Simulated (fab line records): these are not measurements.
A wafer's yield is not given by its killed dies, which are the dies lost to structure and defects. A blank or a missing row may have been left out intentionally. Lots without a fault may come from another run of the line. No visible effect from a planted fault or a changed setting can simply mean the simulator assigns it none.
fab line records | flow sky130
record: lots: 6 | wafers: 18 | last_day: 49
route steps=708 shown VIA4@645 PAD_OPEN@708
lots that met no fault: from a run of the same line without faults
start_h: the number of hours between the record's first day and the start of the first shown wafer of the lot | wait_h: how many hours have passed since the lot's step before this one | " the same as in the row above | L1.1+2: a single row standing in for several wafers | - either no value or no given start | * or withheld: withheld | < > ~ a bound
route shown NAME@n: names a module that has steps shown in the file, with the first one's number in the route | usual: the fault-free wafers' mean and standard deviation | same: alike in all rows | chamber/n: place in a boat | sites: each site's reading | _std_site: the standard deviation of these | _edge_site: inner sites' mean taken away from outer sites' mean | radius_mm: how far each site lies from the wafer's centre | mask NAME#n: copy n | behind: tool/chamber where the wafer was last shaped | hold: why the lot was held/for how many hours/how that ended | device: the transistor (n, p or np) that didn't switch | end of line: the route-end tests of the same wafers | a step without rows: its recipe alone | killed: at the first sort, the dies lost to defects and structure; wafer yield is something else | map: a wafer's dies, marking killed ones x, the rest . and places with no die _
set.NAME: setting as actually run; set.NAME@STEP: the setting as run at that earlier step | model.NAME: the simulator's own value behind a step, which no gauge read
lots seen at some steps along the route; tables by step, rows by wafer
services: the hour from which a tool's chamber was out of use, counted from the record's first day as start_h (under 0 if before that day), plus the number of hours and why
== steps ==
step: SKY_VIA4_COAT_06
recipe: resist: NOVOLAK | spin_rpm: 3000 | resist_thk_nm: 1140
step: SKY_VIA4_SOFTBAKE_07
recipe: temp_c: 90 | time_s: 60 | resist: NOVOLAK
step: SKY_VIA4_EXPOSE_08
recipe: mask_id: VIM4 | na: 0.6 | source_shape: conventional | sigma_outer: 0.6 | polarization: unpolarized | target_cd_nm: 800 | dose_mj: 132
step: SKY_VIA4_PEB_09
recipe: temp_c: withheld | time_s: * | resist: NOVOLAK
step: SKY_VIA4_DEVELOP_10
recipe: resist: NOVOLAK | developer: TMAH | develop_time_s: 60 | dev_temp_c: 23
step: SKY_VIA4_OVL_MEAS_11
usual: VIA4_OVL: 0.9/1.4
lot.wafer | tool       | chamber | start_h | wait_h | VIA4_OVL[nm]
L977.1    | overlay-01 | -       | 1014.51 | 0.1    | 0.7
L977.3    | "          | -       | "       | "      | 2.6
L977.5    | "          | -       | "       | "      | 3.2
L980.1    | overlay-01 | -       | 1030.96 | 0.1    | 0.4
L980.2    | "          | -       | "       | "      | 2.0
L980.3    | "          | -       | "       | "      | 2.7
L988.3    | overlay-01 | -       | 1086.71 | 0.1    | 1.8
L988.4    | "          | -       | "       | "      | 2.5
L988.6    | "          | -       | "       | "      | 1.1
L990.1    | overlay-01 | -       | 1095.15 | 0.1    | 1.5
L990.3    | "          | -       | "       | "      | 0.0
L990.6    | "          | -       | "       | "      | 1.7
L992.2    | overlay-01 | -       | 1110.76 | 0.1    | -1.1
L992.4    | "          | -       | "       | "      | 0.6
L992.5    | "          | -       | "       | "      | 1.6
L994.2    | overlay-02 | -       | 1128.01 | 0.1    | 1.2
L994.3    | "          | -       | "       | "      | 1.1
L994.6    | "          | -       | "       | "      | 3.4
step: SKY_VIA4_ETCH_12
recipe: target: SiO2 | chemistry: C4F8/O2/Ar | stop_on: TiN | mask_material: NOVOLAK | source_w: 1500 | bias_w: 1200 | pressure_mtorr: 40 | c4f8_flow_sccm: withheld | O2_flow_sccm: 6 | Ar_flow_sccm: 300 | time_s: withheld | target_depth_a: 5800
usual: oes_product_au: 0.927/0.0044
lot.wafer | tool        | chamber | start_h | wait_h | oes_product_au
L977.1    | rie_diel-03 | 0       | 1014.54 | 0.0    | 0.927
L977.3    | "           | 1       | "       | "      | 0.931
L977.5    | "           | 1       | "       | "      | 0.932
L980.1    | rie_diel-02 | 2       | 1030.99 | 0.0    | 0.929
L980.2    | "           | 3       | "       | "      | 0.928
L980.3    | "           | 0       | "       | "      | 0.927
L988.3    | rie_diel-02 | 1       | 1086.73 | 0.0    | 0.933
L988.4    | "           | 3       | "       | "      | 0.931
L988.6    | "           | 2       | "       | "      | 0.924
L990.1    | rie_diel-02 | 2       | 1095.19 | 0.0    | 0.927
L990.3    | "           | 3       | "       | "      | 0.931
L990.6    | "           | 1       | "       | "      | 0.935
L992.2    | rie_diel-03 | 0       | 1110.79 | 0.0    | 0.933
L992.4    | "           | 2       | "       | "      | 0.927
L992.5    | "           | 0       | "       | "      | 0.924
L994.2    | rie_diel-02 | 2       | 1128.04 | 0.0    | 0.930
L994.3    | "           | 3       | "       | "      | 0.925
L994.6    | "           | 1       | "       | "      | 0.928
step: SKY_VIA4_STRIP_13
recipe: chemistry: O2/N2 | power_w: 1400 | pressure_mtorr: 1500 | platen_temp_c: withheld | o2_flow_sccm: 3000 | n2_flow_sccm: 300 | overash_fraction: 0.5
usual: drypump_motor_current_A: 5.80/0.23 | oes_product_au: 0.709/0.0045 | strip_time_to_endpoint_s: 12.81/0.036
lot.wafer | tool            | chamber | start_h | wait_h | drypump_motor_current_A | oes_product_au | rf_hours_counter_h | strip_time_to_endpoint_s
L977.1    | plasma_asher-03 | 0       | 1014.61 | -      | 5.77                    | 0.708          | 93                 | 12.78
L977.3    | "               | 1       | "       | "      | 5.70                    | 0.705          | -                  | 12.82
L977.5    | "               | 1       | "       | "      | 5.69                    | 0.706          | -                  | 12.76
L980.1    | plasma_asher-04 | 1       | 1031.06 | -      | 5.28                    | 0.715          | 113                | 12.83
L980.2    | "               | 0       | "       | "      | 6.00                    | 0.715          | 113                | 12.79
L980.3    | "               | 0       | "       | "      | 5.97                    | 0.710          | -                  | 12.81
L988.3    | plasma_asher-04 | 1       | 1086.84 | -      | 5.27                    | 0.710          | -                  | 12.85
L988.4    | "               | 0       | "       | "      | 6.00                    | 0.715          | -                  | 12.80
L988.6    | "               | 0       | "       | "      | 6.00                    | 0.706          | -                  | 12.79
L990.1    | plasma_asher-02 | 0       | 1095.26 | -      | 5.77                    | 0.714          | 65                 | 12.81
L990.3    | "               | 0       | "       | "      | 5.78                    | 0.717          | -                  | 12.78
L990.6    | "               | 0       | "       | "      | 5.79                    | 0.704          | -                  | 12.82
L992.2    | plasma_asher-02 | 1       | 1110.87 | -      | 6.07                    | 0.707          | 66                 | 12.79
L992.4    | "               | 0       | "       | "      | 5.79                    | 0.705          | -                  | 12.81
L992.5    | "               | 0       | "       | "      | 5.77                    | 0.711          | -                  | 12.81
L994.2    | plasma_asher-02 | 0       | 1128.12 | -      | 5.77                    | 0.710          | 68                 | 12.84
L994.3    | "               | 1       | "       | "      | 6.09                    | 0.709          | -                  | 12.78
L994.6    | "               | 1       | "       | "      | 6.08                    | 0.707          | -                  | 12.79
step: SKY_VIA4_STRIP_14
recipe: chemistry: post_etch_residue_remover | time_s: 1200 | temp_c: 72.5
step: SKY_VIA4_CLEAN_15
recipe: chemistry: IPA | time_s: 180 | temp_c: 25
step: SKY_VIA4_CLEAN_16
recipe: chemistry: O3/DIW | dry: n2_spin
step: SKY_VIA4_SPUTTER_17
recipe: material: TiN | target_thk_nm: 20 | chamber_pressure_pa: 5 | power_w: 4000 | time_s: 80
usual: throttle_valve_pct: 30.2/0.96
lot.wafer | tool           | chamber | start_h | wait_h | throttle_valve_pct
L977.1    | pvd_sputter-04 | -       | 1015.35 | 0.0    | 31.1
L977.3    | "              | -       | "       | "      | 29.1
L977.5    | "              | -       | "       | "      | 31.5
L980.1    | pvd_sputter-04 | -       | 1031.66 | 0.0    | 29.0
L980.2    | "              | -       | "       | "      | 31.1
L980.3    | "              | -       | "       | "      | 30.8
L988.3    | pvd_sputter-03 | -       | 1087.40 | 0.0    | 30.7
L988.4    | "              | -       | "       | "      | 31.7
L988.6    | "              | -       | "       | "      | 31.4
L990.1    | pvd_sputter-02 | -       | 1095.89 | 0.0    | 30.1
L990.3    | "              | -       | "       | "      | 29.4
L990.6    | "              | -       | "       | "      | 29.1
L992.2    | pvd_sputter-02 | -       | 1111.46 | 0.0    | 29.0
L992.4    | "              | -       | "       | "      | 29.0
L992.5    | "              | -       | "       | "      | 28.9
L994.2    | pvd_sputter-04 | -       | 1128.74 | 0.0    | 29.2
L994.3    | "              | -       | "       | "      | 30.8
L994.6    | "              | -       | "       | "      | 30.8
step: SKY_VIA4_CVD_18
recipe: material: W | target_thk_nm: 505 | time_s: 152.14 | temp_c: 400 | pressure_torr: 40
usual: heater_power_w: 893/55 | susceptor_temp_C: 400.00/0.25
lot.wafer | tool     | chamber | start_h | wait_h | heater_power_w | susceptor_temp_C | model.W_of_VIA4_CVD_18.thk_nm
L977.1    | cvd_w-02 | 0       | 1015.41 | 0.0    | 969            | 399.42           | 500.3
L977.3    | "        | 0       | "       | "      | 968            | 400.01           | 507.1
L977.5    | "        | 1       | "       | "      | 920            | 399.99           | 507.3
L980.1    | cvd_w-01 | 0       | 1031.72 | 0.0    | 866            | 399.65           | 511.6
L980.2    | "        | 1       | "       | "      | 824            | 400.05           | 514.1
L980.3    | "        | 1       | "       | "      | 821            | 399.74           | 517.1
L988.3    | cvd_w-01 | 1       | 1087.51 | 0.1    | 818            | 399.41           | 510.2
L988.4    | "        | 0       | "       | "      | 850            | 397.26           | 478.5
L988.6    | "        | 1       | "       | "      | 808            | 399.97           | 503.4
L990.1    | cvd_w-01 | 0       | 1095.96 | 0.0    | 872            | 397.38           | 481.7
L990.3    | "        | 0       | "       | "      | 876            | 396.99           | 484.1
L990.6    | "        | 0       | "       | "      | 865            | 397.45           | 484.7
L992.2    | cvd_w-02 | 1       | 1111.52 | 0.0    | 914            | 400.32           | 518.9
L992.4    | "        | 1       | "       | "      | 920            | 400.18           | 509.2
L992.5    | "        | 1       | "       | "      | 910            | 399.82           | 512
L994.2    | cvd_w-02 | 0       | 1128.80 | 0.0    | 972            | 400.27           | 501.8
L994.3    | "        | 0       | "       | "      | 966            | 400.59           | 508.9
L994.6    | "        | 1       | "       | "      | 903            | 399.87           | 513.2
step: SKY_VIA4_RS_MEAS_19
recipe: thk_meas_gauge: four-point-probe | reads: W_of_VIA4_CVD_18+TiN_of_VIA4_SPUTTER_17
usual: VIA4_W_RS: 0.2258/0.0024
lot.wafer | tool          | chamber | start_h | wait_h | VIA4_W_RS[ohm/sq]
L977.1    | film_metro-03 | -       | 1015.56 | 0.1    | 0.2282
L977.3    | "             | -       | "       | "      | 0.2253
L977.5    | "             | -       | "       | "      | 0.2244
L980.1    | film_metro-04 | -       | 1031.87 | 0.1    | 0.2236
L980.2    | "             | -       | "       | "      | 0.2232
L980.3    | "             | -       | "       | "      | 0.2213
L988.3    | film_metro-03 | -       | 1087.65 | 0.1    | 0.2237
L988.4    | "             | -       | "       | "      | 0.2384
L988.6    | "             | -       | "       | "      | 0.2265
L990.1    | film_metro-02 | -       | 1096.11 | 0.1    | 0.2377
L990.3    | "             | -       | "       | "      | 0.2368
L990.6    | "             | -       | "       | "      | 0.2361
L992.2    | film_metro-04 | -       | 1111.69 | 0.1    | 0.2207
L992.4    | "             | -       | "       | "      | 0.2248
L992.5    | "             | -       | "       | "      | 0.2242
L994.2    | film_metro-04 | -       | 1128.98 | 0.1    | 0.2279
L994.3    | "             | -       | "       | "      | 0.2250
L994.6    | "             | -       | "       | "      | 0.2233
step: SKY_VIA4_THK_MEAS_20
recipe: thk_meas_gauge: xrf | reads: W_of_VIA4_CVD_18
usual: VIA4_W_THK: 506/6.8
lot.wafer | tool          | chamber | start_h | wait_h | VIA4_W_THK[nm]
L977.1    | film_metro-03 | -       | 1015.68 | 0.1    | 498
L977.3    | "             | -       | "       | "      | 501
L977.5    | "             | -       | "       | "      | 509
L980.1    | film_metro-04 | -       | 1031.99 | 0.1    | 513
L980.2    | "             | -       | "       | "      | 513
L980.3    | "             | -       | "       | "      | 519
L988.3    | film_metro-03 | -       | 1087.75 | 0.1    | 513
L988.4    | "             | -       | "       | "      | 483
L988.6    | "             | -       | "       | "      | 506
L990.1    | film_metro-02 | -       | 1096.23 | 0.1    | 476
L990.3    | "             | -       | "       | "      | 479
L990.6    | "             | -       | "       | "      | 481
L992.2    | film_metro-04 | -       | 1111.80 | 0.1    | 521
L992.4    | "             | -       | "       | "      | 510
L992.5    | "             | -       | "       | "      | 511
L994.2    | film_metro-04 | -       | 1129.09 | 0.1    | 501
L994.3    | "             | -       | "       | "      | 508
L994.6    | "             | -       | "       | "      | 513
step: SKY_VIA4_CMP_21
recipe: stop_on: SiO2 | t_overpolish_s: 25 | down_force_psi: 3.5 | platen_rpm: 60 | target_thk_nm: 0 | pad_velocity_m_s: 0.94248
usual: motor_current_A: 11.0/1.3 | overpolish_run_s: 25.000/0.0091 | slurry_flow_ml_min: 150.0/0.49 | time_to_endpoint_s: 124/4.8
same: t_overpolish_s: 25
lot.wafer | tool   | chamber | start_h | wait_h | motor_current_A | overpolish_run_s | slurry_flow_ml_min | time_to_endpoint_s
L977.3    | cmp-01 | 0       | 1015.79 | 0.1    | 11.1            | 25.000           | 150.1              | 122
L977.1    | "      | 1       | "       | "      | 10.4            | 24.997           | 149.9              | 119
L977.5    | "      | 3       | "       | "      | 11.2            | 24.992           | 149.5              | 122
L980.3    | cmp-01 | 2       | 1032.05 | 0.0    | 10.7            | 24.996           | 149.4              | 120
L980.1    | "      | 3       | "       | "      | 10.9            | 25.009           | 149.8              | 120
L980.2    | "      | 1       | "       | "      | 10.1            | 25.012           | 149.9              | 123
L988.3    | cmp-01 | 1       | 1088.29 | 0.5    | 10.3            | 25.008           | 150.5              | 122
L988.4    | "      | 2       | "       | "      | 10.7            | 24.995           | 149.6              | 115
L988.6    | "      | 1       | "       | "      | 10.1            | 25.006           | 150.1              | 120
L990.3    | cmp-02 | 3       | 1096.39 | 0.1    | 9.6             | 24.985           | 150.0              | 118
L990.1    | "      | 0       | "       | "      | 13.7            | 24.994           | 150.6              | 125
L990.6    | "      | 1       | "       | "      | 9.7             | 24.983           | 150.3              | 120
L992.4    | cmp-01 | 2       | 1111.90 | 0.1    | 11.0            | 24.997           | 150.1              | 128
L992.2    | "      | 0       | "       | "      | 11.3            | 24.989           | 149.5              | 133
L992.5    | "      | 2       | "       | "      | 11.4            | 25.003           | 150.5              | 129
L994.2    | cmp-01 | 2       | 1129.14 | 0.0    | 10.7            | 24.985           | 150.5              | 126
L994.3    | "      | 3       | "       | "      | 10.7            | 24.999           | 150.3              | 129
L994.6    | "      | 3       | "       | "      | 11.5            | 24.988           | 150.0              | 128
step: SKY_PAD_OPEN_PROBE_99
usual: defect_limited_yield: 82.5/1.9 | killed_at_M0_to_M3: 43/6.8 | killed_at_M4_up: 3.2/1.7 | killed_at_contacts: 24/5.7 | killed_at_front_end: 16/4.3 | killed_at_other: 0.3/0.56 | killed_dies: 86/9.5 | killed_open: 47/6.9 | killed_short: 39/5.8 | sort_bin_3_pad_short: 0.9/0.39 | sort_bin_5_function: 10.3/1.5 | sort_bin_6_memory: 6.3/1.1 | sort_n_pass: 406/9.5 | sort_yield_pct: 82.5/1.9
same: gross_dies: 492 | killed_at_back_side: 0 | sort_bin_4_leakage[%]: 0 | sort_bin_8_speed[%]: 0
lot.wafer | tool      | chamber | start_h | wait_h | defect_limited_yield[%] | killed_at_M0_to_M3 | killed_at_M4_up | killed_at_contacts | killed_at_front_end | killed_at_other | killed_dies | killed_open | killed_short | sort_bin_3_pad_short[%] | sort_bin_5_function[%] | sort_bin_6_memory[%] | sort_n_pass | sort_yield_pct[%]
L977.1    | prober-01 | -       | 1086.32 | 0.1    | 81.9                    | 48                 | 2               | 21                 | 17                  | 1               | 89          | 55          | 34           | 0.8                     | 9.8                    | 7.5                  | 403         | 81.9
L977.3    | prober-01 | -       | 1086.42 | 0.2    | 86.4                    | 36                 | 1               | 23                 | 7                   | 0               | 67          | 41          | 26           | 0.8                     | 8.1                    | 4.7                  | 425         | 86.4
L977.5    | prober-01 | -       | 1086.52 | 0.2    | 83.1                    | 36                 | 5               | 29                 | 13                  | 0               | 83          | 48          | 35           | 1.2                     | 9.1                    | 6.5                  | 409         | 83.1
L990.1    | prober-02 | -       | 1158.67 | 0.1    | 82.9                    | 45                 | 3               | 27                 | 9                   | 0               | 84          | 46          | 38           | 1.0                     | 10.8                   | 5.3                  | 408         | 82.9
L990.3    | prober-02 | -       | 1158.77 | 0.2    | 83.7                    | 42                 | 3               | 25                 | 10                  | 0               | 80          | 50          | 30           | 1.0                     | 10.2                   | 5.1                  | 412         | 83.7
L990.6    | prober-02 | -       | 1158.92 | 0.2    | 82.1                    | 40                 | 4               | 20                 | 24                  | 0               | 88          | 47          | 41           | 0.4                     | 11.6                   | 5.9                  | 404         | 82.1
L992.2    | prober-02 | -       | 1171.87 | 0.1    | 81.5                    | 48                 | 4               | 26                 | 12                  | 1               | 91          | 45          | 45           | 1.4                     | 13.0                   | 4.1                  | 401         | 81.5
L992.4    | prober-02 | -       | 1171.97 | 0.2    | 81.1                    | 36                 | 3               | 39                 | 15                  | 0               | 93          | 50          | 43           | 1.0                     | 12.2                   | 5.7                  | 399         | 81.1
L992.5    | prober-02 | -       | 1172.02 | 0.2    | 80.3                    | 52                 | 4               | 30                 | 11                  | 0               | 97          | 53          | 44           | 0.4                     | 10.8                   | 8.5                  | 395         | 80.3
L994.2    | prober-02 | -       | 1185.32 | 0.1    | 79.9                    | 40                 | 3               | 32                 | 23                  | 1               | 99          | 56          | 42           | 0.6                     | 11.8                   | 7.7                  | 393         | 79.9
L994.3    | prober-02 | -       | 1185.37 | 0.2    | 81.3                    | 45                 | 3               | 25                 | 19                  | 0               | 92          | 49          | 43           | 1.0                     | 10.0                   | 7.7                  | 400         | 81.3
L994.6    | prober-02 | -       | 1185.52 | 0.2    | 80.1                    | 47                 | 5               | 27                 | 19                  | 0               | 98          | 54          | 44           | 1.4                     | 13.6                   | 4.9                  | 394         | 80.1
killed by level:class
L977.1 VIA1:geometric_particle:open=12 CONTACT:geometric_particle:open=11 VIA1:geometric_particle:short=10 VIA3:geometric_particle:open=7 FIELD_ISO:geometric_particle:open=6 VIA2:geometric_particle:open=6 LI_CONTACT:geometric_particle:open=4 METAL1:geometric_particle:short=4
L977.3 CONTACT:geometric_particle:open=8 LI_CONTACT:geometric_particle:open=8 VIA2:geometric_particle:open=7 METAL1:geometric_particle:short=5 VIA1:geometric_particle:open=5 METAL1:geometric_particle:open=4 FIELD_ISO:geometric_particle:short=3 METAL2:geometric_particle:open=3
L977.5 VIA1:geometric_particle:open=11 CONTACT:geometric_particle:open=9 LI_CONTACT:geometric_particle:open=8 VIA1:geometric_particle:short=8 VIA2:geometric_particle:open=7 CONTACT:geometric_particle:short=5 POLY_GATE:geometric_particle:short=4 METAL2:geometric_particle:short=4
L990.1 VIA1:geometric_particle:open=14 VIA3:geometric_particle:open=8 LI_CONTACT:geometric_particle:open=7 VIA1:geometric_particle:short=7 CONTACT:geometric_particle:open=6 CONTACT:geometric_particle:short=5 LOCAL_INTERCONNECT:geometric_particle:short=5 FIELD_ISO:geometric_particle:short=4
L990.3 VIA1:geometric_particle:open=18 CONTACT:geometric_particle:open=13 LOCAL_INTERCONNECT:geometric_particle:short=6 VIA3:geometric_particle:open=5 LI_CONTACT:geometric_particle:open=4 VIA1:geometric_particle:short=4 FIELD_ISO:geometric_particle:short=3 POLY_GATE:geometric_particle:open=3
L990.6 CONTACT:geometric_particle:open=11 VIA1:geometric_particle:open=9 FIELD_ISO:geometric_particle:short=7 METAL2:geometric_particle:short=6 VIA2:geometric_particle:open=6 FIELD_ISO:geometric_particle:open=5 LOCAL_INTERCONNECT:geometric_particle:short=5 METAL3:geometric_particle:short=5
L992.2 CONTACT:geometric_particle:open=8 VIA2:geometric_particle:open=8 VIA1:geometric_particle:open=7 LI_CONTACT:geometric_particle:open=7 METAL2:geometric_particle:short=7 METAL3:geometric_particle:short=7 VIA2:geometric_particle:short=6 METAL1:geometric_particle:short=5
L992.4 CONTACT:geometric_particle:open=15 VIA3:geometric_particle:open=7 LI_CONTACT:geometric_particle:open=6 LOCAL_INTERCONNECT:geometric_particle:short=6 CONTACT:geometric_particle:short=6 VIA1:geometric_particle:open=6 POLY_GATE:geometric_particle:open=5 LI_CONTACT:geometric_particle:short=5
L992.5 CONTACT:geometric_particle:open=14 VIA3:geometric_particle:open=12 VIA1:geometric_particle:short=10 LI_CONTACT:geometric_particle:open=8 VIA1:geometric_particle:open=6 VIA2:geometric_particle:open=6 METAL3:geometric_particle:short=5 CONTACT:geometric_particle:short=5
L994.2 CONTACT:geometric_particle:open=15 LI_CONTACT:geometric_particle:open=10 VIA1:geometric_particle:open=9 FIELD_ISO:geometric_particle:short=8 METAL1:geometric_particle:short=6 POLY_GATE:geometric_particle:open=5 FIELD_ISO:geometric_particle:open=4 VIA1:geometric_particle:short=4
L994.3 LI_CONTACT:geometric_particle:open=8 CONTACT:geometric_particle:open=8 VIA3:geometric_particle:open=8 POLY_GATE:geometric_particle:short=6 METAL2:geometric_particle:short=6 VIA1:geometric_particle:open=6 FIELD_ISO:geometric_particle:open=5 METAL1:geometric_particle:short=5
L994.6 VIA3:geometric_particle:open=14 CONTACT:geometric_particle:open=12 VIA2:geometric_particle:short=7 FIELD_ISO:geometric_particle:open=6 POLY_GATE:geometric_particle:short=6 LI_CONTACT:geometric_particle:open=5 LOCAL_INTERCONNECT:geometric_particle:short=5 METAL1:geometric_particle:short=5
== services ==
tool            | chamber | start_h | hours | kind
rie_diel-02     | -       | 994.60  | 15.6  | pm
cvd_w-02        | 0       | 1000.98 | 6.5   | repair
cvd_w-01        | -       | 1009.37 | 6.9   | pm
rie_diel-02     | 2       | 1014.01 | 16.6  | repair
cvd_w-02        | -       | 1016.27 | 2.8   | pm
rie_diel-03     | -       | 1024.52 | 15.6  | pm
cmp-02          | -       | 1028.40 | 4.0   | pm
rie_diel-03     | 0       | 1040.67 | 4.8   | repair
cmp-01          | -       | 1042.68 | 2.2   | pm
rie_diel-03     | 1       | 1042.71 | 4.4   | repair
rie_diel-03     | -       | 1047.35 | 0.5   | repair
pvd_sputter-02  | -       | 1050.95 | 0.7   | repair
pvd_sputter-04  | -       | 1053.14 | 3.7   | repair
rie_diel-02     | 2       | 1054.09 | 2.6   | repair
plasma_asher-04 | -       | 1055.31 | 9.0   | pm
cmp-02          | -       | 1066.73 | 4.9   | pm
cmp-01          | -       | 1068.05 | 1.6   | repair
rie_diel-03     | -       | 1082.09 | 0.4   | repair
cvd_w-01        | -       | 1083.11 | 0.9   | repair
cmp-02          | -       | 1084.47 | 4.0   | pm
rie_diel-03     | 1       | 1088.08 | 15.1  | repair
rie_diel-02     | -       | 1096.31 | 1.3   | repair
plasma_asher-04 | -       | 1100.85 | 17.1  | repair
plasma_asher-04 | -       | 1121.26 | 2.8   | pm
== key ==
first_sign: step: SKY_VIA4_CVD_18 | reading: susceptor_temp_C | direction: down | sigmas: 11 | usual: * | struck: *
effect: step: SKY_VIA4_RS_MEAS_19 | reading: VIA4_W_RS | direction: up | sigmas: 4.9 | usual: 0.2258 | struck: 0.2373
effect: step: SKY_VIA4_THK_MEAS_20 | reading: VIA4_W_THK | direction: down | sigmas: 3.8 | usual: 506 | struck: 480
model_effect: step: SKY_VIA4_CVD_18 | value: W_of_VIA4_CVD_18.thk_nm | without: 506 | struck: 482.3
met_at SKY_VIA4_CVD_18
struck_wafers L988.4,L990.1,L990.3,L990.6
onset_between 1031.72 1087.51
fault: kind: process_parameter_drift | tool: cvd_w-01 | chamber: 0 | onset_h: 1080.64 | steps: SKY_VIA4_CVD_18 | channel: temp_c | offset: * | shape: step | end_h: 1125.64 | acts_in: * | stated: *
